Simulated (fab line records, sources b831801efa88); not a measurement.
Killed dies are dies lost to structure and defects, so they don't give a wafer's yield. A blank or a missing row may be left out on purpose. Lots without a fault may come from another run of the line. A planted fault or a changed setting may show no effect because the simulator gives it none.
A struck lot beside a sound one | flow gf180mcu | 24 steps out of a route of 602
Sound: wafers L622.1, L622.3, L622.6. Struck: wafers L629.1, L629.2, L629.5. The cause comes at the end.
At each step with rows: each side's tool, then ch and its chambers, then its first start. Under that, the readings that differ: sound wafers | struck wafers | difference of the means | sigmas: that difference in standard deviations of wafers without a fault.
alike: readings whose means differ by less than 2 such deviations, and words and numbers that are the same on both sides. not compared: withheld readings, readings that some wafer has no value for, bounds like >300 that may hide the same value, and numbers for which the record gives no deviation and whose values overlap.
The two part at a step that has a row with sigmas, a row that says differs or no value, or rows on one side only. Numbers that don't overlap but have no deviation are shown without sigmas and don't part them. A reading that every wafer of one side lacks parts them only if that side has two wafers or more.

GF_PSD_OVL_MEAS_08:
  sound on overlay-01, day 16 00:50; struck on overlay-01, day 18 14:59
  alike: PSD_OVL
then, 1 step without rows for these wafers: GF_PSD_IMPLANT_09.
GF_PSD_STRIP_10: strips in O2/N2.
  sound on plasma_asher-03 ch 0,1, day 16 01:01; struck on plasma_asher-02 ch 0,1, day 18 15:10
  alike: drypump_motor_current_A, heater_power_w, oes_product_au, strip_time_to_endpoint_s
  not compared: rf_hours_counter_h
GF_PSD_TW_MEAS_11:
  sound on film_metro-03, day 16 01:07; struck on film_metro-03, day 18 15:16
  alike: PSD_TW
then, 1 step without rows for these wafers: GF_PSD_CLEAN_12 (cleans in SC1/SC2, time 150 s).
GF_PSD_RTA_13: time 20 s.
  sound on rtp_anneal-02 ch 0, day 16 01:14; struck on rtp_anneal-01 ch 0, day 18 15:23
  reading            | sound          | struck         | difference | sigmas
  lamp_power_pct (%) | 32.0 32.1 32.1 | 27.2 27.2 27.2 | -4.9       | -2
  alike: wafer_temp_C_max
GF_PSD_RS_MEAS_14: measures by four-point-probe.
  sound on film_metro-02, day 16 01:19; struck on film_metro-04, day 18 15:28
  alike: NSD_RS
GF_PSD_RS_MEAS_15: measures by four-point-probe.
  sound on film_metro-02, day 16 01:26; struck on film_metro-04, day 18 15:35
  alike: PSD_RS
GF_SAB_CVD_00: deposits SiO2 from TEOS, target thk 50 nm, time 4.9302 s.
  sound on pecvd-04 ch 0,2, day 16 01:33; struck on pecvd-02 ch 1,2, day 18 15:42
  alike: heater_power_w
GF_SAB_THK_MEAS_01:
  sound on film_metro-02, day 16 01:34; struck on film_metro-03, day 18 15:43
  alike: SAB_CVD_00_THK
then, 2 steps without rows for these wafers: GF_SAB_DEHYDRATE_02 (time 60 s); GF_SAB_HMDS_03 (prime time 60 s).
GF_SAB_COAT_04: resist thk 1000 nm.
  sound on litho_track-03 ch 0, day 16 12:15; struck on litho_track-04 ch 0, day 19 04:01
  reading                                  | sound             | struck            | difference | sigmas
  chill_plate_temp_C (C)                   | 23.10 22.99 22.99 | 22.80 22.88 22.73 | -0.22      | -2
  model.NOVOLAK_of_SAB_COAT_04.thk_nm (nm) | 998.2 998.3 998.6 | 1020 1023 1019    | +22        |
then, 4 steps without rows for these wafers: GF_SAB_SOFTBAKE_05 (time 60 s); GF_SAB_EXPOSE_06 (exposes mask SAB, target cd 420 nm); GF_SAB_PEB_07; GF_SAB_DEVELOP_08 (develop time 60 s).
GF_SAB_CD_MEAS_09: target cd 420 nm.
  sound on cd_sem-02, day 17 00:07; struck on cd_sem-02, day 19 16:09
  reading    | sound             | struck            | difference | sigmas
  cd_nm (nm) | 416.8 416.2 418.3 | 423.0 422.0 420.3 | +4.7       | +2
GF_SAB_OVL_MEAS_10:
  sound on overlay-02, day 17 00:14; struck on overlay-01, day 19 16:16
  alike: SAB_OVL
GF_SAB_ETCH_11: etches SiO2 in C4F8/O2/Ar, target depth 55 nm, time 8.5 s.
  sound on rie_diel-01 ch 0,1,3, day 17 00:16; struck on rie_diel-03 ch 0,1,3, day 19 16:19
  reading                                  | sound             | struck         | difference | sigmas
  model.NOVOLAK_of_SAB_COAT_04.thk_nm (nm) | 986.8 986.9 987.1 | 1009 1011 1007 | +22        |
  alike: bias_w, oes_product_au
  not compared: rf_hours_counter_h
then, 1 step without rows for these wafers: GF_SAB_WET_ETCH_12 (etches SiO2 in dHF, target depth 22 nm, time 440 s).
GF_SAB_STRIP_13: strips in O2/N2.
  sound on plasma_asher-01 ch 0,1, day 17 00:25; struck on plasma_asher-03 ch 0,1, day 19 16:35
  reading                      | sound             | struck            | difference | sigmas
  strip_time_to_endpoint_s (s) | 12.59 12.59 12.57 | 12.79 12.79 12.84 | +0.22      | +6
  alike: drypump_motor_current_A, heater_power_w, oes_product_au
  not compared: rf_hours_counter_h
then, 1 step without rows for these wafers: GF_SALICIDE_CLEAN_00 (cleans in SC1/SC2, time 150 s).
GF_PASSIVATION_PROBE_99:
  the record has rows for the sound wafers here (prober-01, day 30 15:04) and none for the struck ones

WHERE THEY PART
First at GF_PSD_RTA_13; last, within this record, at GF_PASSIVATION_PROBE_99.

WHY: what the simulator had put in
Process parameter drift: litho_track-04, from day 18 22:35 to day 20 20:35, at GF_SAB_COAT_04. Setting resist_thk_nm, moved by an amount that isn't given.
